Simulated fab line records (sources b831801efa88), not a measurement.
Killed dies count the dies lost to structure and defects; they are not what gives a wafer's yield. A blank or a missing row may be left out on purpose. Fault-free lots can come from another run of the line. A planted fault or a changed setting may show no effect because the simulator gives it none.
fab line records -- flow sky130 -- part 2 of 2: steps 43 to 43 of 43
[record] lots = 6, wafers = 18, last-day = 48
route steps=708 shown VIA2@525 METAL3@532 CAPM@537 PAD_OPEN@708
lots that met no fault: taken from a fault-free run of the same line
start-h: hours from the record's opening day to when the first of the lot's shown wafers began -- wait-h: how many hours have passed since the lot's step before this one -- " unchanged from the row above -- L1.1+2: several wafers, shown together as one row -- - no value, or no start was given -- * or withheld: withheld -- < > ~ a bound
route shown NAME@n: names a module that has steps shown in the file, with the first one's number in the route -- usual: mean and standard deviation over wafers with no fault -- same: alike in all rows -- chamber/n: place in a boat -- sites: the reading at each site -- _std_site: the standard deviation of these -- _edge_site: mean of outer sites minus mean of inner sites -- radius-mm: how far each site lies from the wafer's centre -- mask NAME#n: copy n -- behind: tool/chamber where the wafer was last shaped -- hold: why the lot went on hold/how many hours it stayed there/how the hold came to an end -- device: the n, p or np transistor that did not switch -- end of line: the same wafers' tests at the end of the route -- a step given without rows: its recipe and nothing more -- killed: dies lost to structure and defects at the first sort, not the wafer's yield -- map: per-die view of a wafer (x killed, . not killed, _ where there is no die)
set.NAME: setting as actually run; set.NAME@STEP: the setting as run at that earlier step -- model.NAME: the simulator's own value behind a step, which no gauge read
certain route steps with their lots: each step a table, each wafer a row
services: from which hour (start-h, from the record's first day; less than 0 if before it) a tool's chamber was out of use, for how many hours, and why
[[steps]]
[step SKY_PAD_OPEN_PROBE_99]
[usual] defect-limited-yield = 82.5/1.9, killed_at_M0_to_M3 = 44/7.3, killed_at_M4_up = 3.2/1.8, killed-at-contacts = 24/5.4, killed-at-front-end = 16/4.4, killed-at-other = 0.3/0.48, killed-dies = 86/9.5, killed-open = 47/7.7, killed-short = 39/6.4, sort_bin_3_pad_short = 0.9/0.41, sort_bin_5_function = 10.4/1.5, sort_bin_6_memory = 6.2/1.1, sort-n-pass = 406/9.5, sort-yield-pct = 82.5/1.9
[same] gross-dies = 492, killed-at-back-side = 0, sort_bin_4_leakage[%] = 0, sort_bin_8_speed[%] = 0
lot.wafer,tool,chamber,start-h,wait-h,defect-limited-yield[%],killed_at_M0_to_M3,killed_at_M4_up,killed-at-contacts,killed-at-front-end,killed-at-other,killed-dies,killed-open,killed-short,sort_bin_3_pad_short[%],sort_bin_5_function[%],sort_bin_6_memory[%],sort-n-pass,sort-yield-pct[%],model.etest.tester.sort-n-pass,model.etest.tester.sort-yield-pct,model.etest.tester.sort_bin_5_pct,model.etest.tester.sort_bin_3_pct
L114.2,prober-01,-,1085.64,0.1,82.3,46,2,22,17,0,87,37,50,1.0,9.6,7.1,405,82.3,405,82.32,9.553,1.016
L114.5,prober-01,-,1085.79,0.2,83.9,40,3,28,8,0,79,39,40,0.2,8.7,7.1,413,83.9,413,83.94,8.74,0.2033
L114.6,prober-01,-,1085.84,0.2,82.9,43,3,19,19,0,84,49,35,1.4,10.0,5.7,408,82.9,408,82.93,9.959,1.423
L115.3,prober-02,-,1096.14,0.2,81.3,43,5,33,10,1,92,50,42,1.0,11.4,6.3,400,81.3,400,81.3,11.38,1.016
L115.4,prober-02,-,1096.19,0.2,84.8,39,3,24,9,0,75,43,32,0.4,8.7,6.1,417,84.8,417,84.76,8.74,0.4065
L115.5,prober-02,-,1096.24,0.2,81.9,42,3,29,15,0,89,45,44,0.6,8.7,8.7,403,81.9,403,81.91,8.74,0.6098
L116.1,prober-01,-,1097.57,0.1,82.9,47,0,20,17,0,84,55,29,0.4,11.0,5.7,408,82.9,408,82.93,10.98,0.4065
L116.3,prober-01,-,1097.67,0.2,85.2,46,0,18,9,0,73,39,34,1.0,8.9,4.9,419,85.2,419,85.16,8.943,1.016
L116.6,prober-01,-,1097.82,0.2,83.1,51,6,16,10,0,83,41,42,1.0,8.7,7.1,409,83.1,409,83.13,8.74,1.016
L117.2,prober-02,-,1102.24,0.1,80.9,47,2,25,19,1,94,45,49,0.6,12.0,6.5,398,80.9,398,80.89,11.99,0.6098
L117.4,prober-02,-,1102.34,0.2,83.1,41,2,21,18,1,83,52,31,0.4,11.6,4.9,409,83.1,409,83.13,11.59,0.4065
L117.5,prober-02,-,1102.39,0.2,82.5,46,1,18,21,0,86,45,41,0.6,11.0,5.9,406,82.5,406,82.52,10.98,0.6098
L121.1,prober-02,-,1126.78,0.1,77.8,40,2,30,17,20,109,55,34,2.0,13.6,6.5,383,77.8,383,77.85,13.62,2.033
L121.2,prober-02,-,1126.83,0.1,73.8,53,2,16,15,43,129,52,35,2.0,16.3,7.9,363,73.8,363,73.78,16.26,2.033
L121.3,prober-02,-,1126.88,0.2,73.2,44,3,32,10,43,132,54,36,2.0,15.4,9.3,360,73.2,360,73.17,15.45,2.033
L124.2,prober-01,-,1155.77,0.1,76.0,43,1,17,15,42,118,48,28,2.0,14.4,7.5,374,76.0,374,76.02,14.43,2.033
L124.4,prober-01,-,1155.87,0.2,81.7,33,3,20,13,21,90,42,27,0.6,11.6,6.1,402,81.7,402,81.71,11.59,0.6098
L124.6,prober-01,-,1155.97,0.2,76.0,38,4,24,13,39,118,47,32,0.8,16.5,6.7,374,76.0,374,76.02,16.46,0.813
// killed by level:class
L114.2 VIA1:geometric-particle:open=9 CONTACT:geometric-particle:short=8 METAL1:geometric-particle:short=7 VIA1:geometric-particle:short=7 CONTACT:geometric-particle:open=6 METAL2:geometric-particle:short=5 VIA2:geometric-particle:open=5 POLY_CUT:geometric-particle:short=4
L114.5 VIA1:geometric-particle:open=10 VIA2:geometric-particle:open=7 LOCAL_INTERCONNECT:geometric-particle:short=7 LI_CONTACT:geometric-particle:open=6 CONTACT:geometric-particle:short=5 CONTACT:geometric-particle:open=5 VIA3:geometric-particle:open=5 FIELD_ISO:geometric-particle:short=4
L114.6 VIA1:geometric-particle:open=16 CONTACT:geometric-particle:open=9 POLY_GATE:geometric-particle:open=8 FIELD_ISO:geometric-particle:short=6 VIA1:geometric-particle:short=6 METAL1:geometric-particle:short=5 VIA3:geometric-particle:open=5 FIELD_ISO:geometric-particle:open=4
L115.3 VIA1:geometric-particle:open=10 CONTACT:geometric-particle:open=9 LI_CONTACT:geometric-particle:open=9 POLY_GATE:geometric-particle:open=6 VIA2:geometric-particle:open=6 LOCAL_INTERCONNECT:geometric-particle:short=5 VIA1:geometric-particle:short=5 VIA2:geometric-particle:short=5
L115.4 VIA1:geometric-particle:open=12 CONTACT:geometric-particle:open=8 LI_CONTACT:geometric-particle:open=7 VIA3:geometric-particle:open=6 VIA1:geometric-particle:short=6 METAL2:geometric-particle:short=5 CONTACT:geometric-particle:short=4 METAL1:geometric-particle:short=4
L115.5 VIA1:geometric-particle:open=9 METAL1:geometric-particle:short=8 CONTACT:geometric-particle:open=8 LI_CONTACT:geometric-particle:open=7 VIA3:geometric-particle:open=7 CONTACT:geometric-particle:short=5 VIA3:geometric-particle:short=5 LI_CONTACT:geometric-particle:short=4
L116.1 VIA3:geometric-particle:open=11 VIA1:geometric-particle:open=10 CONTACT:geometric-particle:open=8 VIA2:geometric-particle:open=8 LI_CONTACT:geometric-particle:open=7 POLY_GATE:geometric-particle:short=5 FIELD_ISO:geometric-particle:open=4 FIELD_ISO:geometric-particle:short=4
L116.3 VIA1:geometric-particle:open=14 CONTACT:geometric-particle:open=8 VIA3:geometric-particle:open=7 VIA1:geometric-particle:short=6 CONTACT:geometric-particle:short=5 METAL2:geometric-particle:short=5 FIELD_ISO:geometric-particle:open=3 LOCAL_INTERCONNECT:geometric-particle:short=3
L116.6 VIA1:geometric-particle:open=16 VIA1:geometric-particle:short=11 VIA3:geometric-particle:open=6 METAL4:geometric-particle:short=6 LI_CONTACT:geometric-particle:open=5 FIELD_ISO:geometric-particle:open=4 CONTACT:geometric-particle:open=4 VIA2:geometric-particle:short=4
L117.2 CONTACT:geometric-particle:open=15 VIA1:geometric-particle:open=8 FIELD_ISO:geometric-particle:short=7 VIA2:geometric-particle:open=7 METAL2:geometric-particle:short=6 VIA1:geometric-particle:short=5 VIA2:geometric-particle:short=5 METAL3:geometric-particle:short=5
L117.4 FIELD_ISO:geometric-particle:open=11 CONTACT:geometric-particle:open=10 VIA1:geometric-particle:open=9 LI_CONTACT:geometric-particle:open=6 VIA3:geometric-particle:open=4 METAL1:geometric-particle:short=4 METAL3:geometric-particle:short=4 VIA1:geometric-particle:short=4
L117.5 VIA1:geometric-particle:open=11 METAL2:geometric-particle:short=10 FIELD_ISO:geometric-particle:open=8 CONTACT:geometric-particle:open=7 METAL1:geometric-particle:short=7 LOCAL_INTERCONNECT:geometric-particle:short=6 POLY_GATE:geometric-particle:open=5 VIA2:geometric-particle:open=5
L121.1 CAPM:unspecified=20 VIA1:geometric-particle:open=10 CONTACT:geometric-particle:open=9 VIA2:geometric-particle:open=9 LI_CONTACT:geometric-particle:open=8 CONTACT:geometric-particle:short=6 SPACER:geometric-particle:open=5 VIA3:geometric-particle:open=5
L121.2 CAPM:unspecified=42 VIA1:geometric-particle:open=14 VIA3:geometric-particle:open=11 VIA2:geometric-particle:open=7 VIA1:geometric-particle:short=5 CONTACT:geometric-particle:open=5 METAL3:geometric-particle:short=5 POLY_GATE:geometric-particle:open=4
L121.3 CAPM:unspecified=42 CONTACT:geometric-particle:open=14 VIA1:geometric-particle:open=12 VIA2:geometric-particle:open=9 CONTACT:geometric-particle:short=6 LI_CONTACT:geometric-particle:open=6 VIA1:geometric-particle:short=5 LOCAL_INTERCONNECT:geometric-particle:short=5
L124.2 CAPM:unspecified=42 VIA1:geometric-particle:open=14 CONTACT:geometric-particle:open=9 VIA1:geometric-particle:short=8 VIA3:geometric-particle:open=6 VIA2:geometric-particle:open=5 FIELD_ISO:geometric-particle:short=4 FIELD_ISO:geometric-particle:open=4
L124.4 CAPM:unspecified=21 CONTACT:geometric-particle:open=8 VIA2:geometric-particle:open=7 VIA1:geometric-particle:open=6 LI_CONTACT:geometric-particle:open=5 VIA3:geometric-particle:open=5 FIELD_ISO:geometric-particle:open=4 POLY_CUT:geometric-particle:short=3
L124.6 CAPM:unspecified=39 CONTACT:geometric-particle:open=9 LI_CONTACT:geometric-particle:open=9 VIA1:geometric-particle:open=6 VIA2:geometric-particle:open=6 FIELD_ISO:geometric-particle:short=5 VIA3:geometric-particle:open=5 METAL1:geometric-particle:short=5
// map L121.3 (x killed, . not)
__________...xx....._________
________..x..........._______
______.x.........x......_____
_____x......x.x...x....x.____
____.................x....___
___.............x....x.....__
__.x...x.....xx......x......_
_x....x..x.....x.......x.....
_.xx..........x.x.x....x.x.x.
_..x...x.x...x......xx...x...
_x....xx.x.x..............x..
_.xx........x..xx......x..x..
_..............xx...xx.......
_........x.....xx..x.....x..x
_......x.xxxx.x.x.....x.x....
__...x.x..xxx.x....x..x...x._
___.xxxxxxxx..xxx..........__
____x.xxxxxx.x.xx..x..x...___
_____xxxxxxxx.x.x...x....____
______xxxxxxxx...x..x..._____
________xx.xx....x...._______
__________xx......xx_________
// map L124.2 (x killed, . not)
__________x.x....x.x_________
________........x...xx_______
______xx.x.....x.x......_____
_____.........xxx.x..xx..____
____x.xx.....x.xxxxxxx....___
___.x......x..xxxxxxxx.....__
__.....x..x..xxxxxxxxx.....x_
_..x.........xxxxxxxx....x...
_.........x....xxx.xxx..x....
_xx.....x....x.........xxx.x.
_x......x......x.........x...
_........xx........x.........
_x..x..x.x...........x.......
_xx....x......x.....x........
_.......x....x....x.......x..
__x..x..x...x...x........x.._
___....x......x..x..x......__
____.x...x.............x..___
_____.x.....x..x.x.x.....____
______.................._____
________...........x.._______
__________.........x_________
[[services]]
tool,chamber,start-h,hours,kind
pvd-sputter-03,-,852.90,2.4,repair
pvd-sputter-03,-,859.39,0.8,repair
rie-metal-02,-,870.25,28.1,pm
pecvd-04,-,878.56,1.8,repair
pecvd-01,0,878.99,12.8,repair
pecvd-01,1,886.82,9.1,repair
pvd-sputter-02,-,898.14,1.7,repair
pecvd-01,-,899.39,4.3,pm
rie-metal-04,-,904.69,0.1,repair
rie-metal-02,0,911.27,20.4,repair
pvd-sputter-04,-,913.26,2.2,repair
rie-metal-01,-,913.88,0.4,repair
pvd-sputter-04,0,920.86,-,consumable-replace:kit
pvd-sputter-04,0,920.86,18.0,scheduled-down
pecvd-01,-,929.76,2.8,pm
pvd-sputter-01,-,939.47,6.4,repair
rie-metal-04,-,946.55,0.8,repair
pecvd-02,-,946.75,0.5,repair
pecvd-02,2,948.69,9.8,repair
rie-metal-01,-,959.83,14.6,pm
pvd-sputter-02,-,972.84,3.3,repair
rie-metal-01,1,976.82,3.3,repair
pecvd-01,-,990.93,0.3,repair
pvd-sputter-04,-,993.61,7.5,repair
[[key]]
[first-sign] step = SKY_PAD_OPEN_PROBE_99, reading = killed-at-other, direction = up, sigmas = 34, usual = 0.3, struck = 34.7
[effect] step = SKY_PAD_OPEN_PROBE_99, reading = sort-n-pass, direction = down, sigmas = 3.1, usual = 406, struck = 376, wafers-moved = 4
[model-effect] step = SKY_PAD_OPEN_PROBE_99, value = etest.tester.sort-n-pass, without = 404.3, struck = 376
met-at SKY_CAPM_CVD_00
struck-wafers L121.1,L121.2,L121.3,L124.2,L124.4,L124.6
onset-between 882.87 915.65
also-fits time
[fault] kind = chamber-particle-source, tool = pecvd-04, chamber = -, onset-h = 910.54, steps = SKY_CAPM_CVD_00, rate-per-visit-cm2 = 0.45935, end-h = 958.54
